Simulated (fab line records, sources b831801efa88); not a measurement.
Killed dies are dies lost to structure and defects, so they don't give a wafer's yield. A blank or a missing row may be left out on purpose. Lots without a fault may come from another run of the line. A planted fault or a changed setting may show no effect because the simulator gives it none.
Chamber matching | flow sky130 | SKY_FIELD_ISO_ETCH_14 on rie_diel-02: 4 sister chambers
The step etches BARC in N2/H2, stops on SiO2, time 45.9 s, target depth 60 nm. 4 wafers are shown with their chamber, then 7 later ones without.

WAFERS WITH THEIR CHAMBER
wafer  | chamber | drypump_motor_current_A (A)
L082.1 | 0       | 6.2
L084.6 | 1       | 6.7
L095.3 | 3       | 6.4
L095.5 | 2       | 4.9

WAFERS WITHOUT THEIR CHAMBER
wafer  | drypump_motor_current_A (A)
L095.6 | 6.7
L096.3 | 6.2
L096.5 | 6.3
L096.6 | 6.2
L097.2 | 6.8
L097.4 | 6.2
L097.6 | 6.4

WHICH CHAMBER EACH WENT THROUGH
wafer  | from the rows above     | in truth
L095.6 | 1                       | 1
L096.3 | 0                       | 0
L096.5 | can't be placed: 0 or 3 | 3
L096.6 | 0                       | 0
L097.2 | 1                       | 1
L097.4 | 0                       | 0
L097.6 | 3                       | 3
Placed correctly: 6 of 7. Can't be placed from these rows: 1 (the true chamber is among the candidates in 1). Placed wrongly: 0.
How it was worked out, from the rows above alone: a wafer's distance from a chamber is the root of the sum, over the readings, of the square of ((its reading less the chamber's mean) divided by the reading's scatter). The wafer belongs to the nearest chamber; if the next one is less than 2 further off, it can't be placed. A chamber's mean is the mean of its shown wafers. The scatter: with one shown wafer a chamber, the root of the mean of the squares of how far each hidden wafer lies from its nearest shown one.
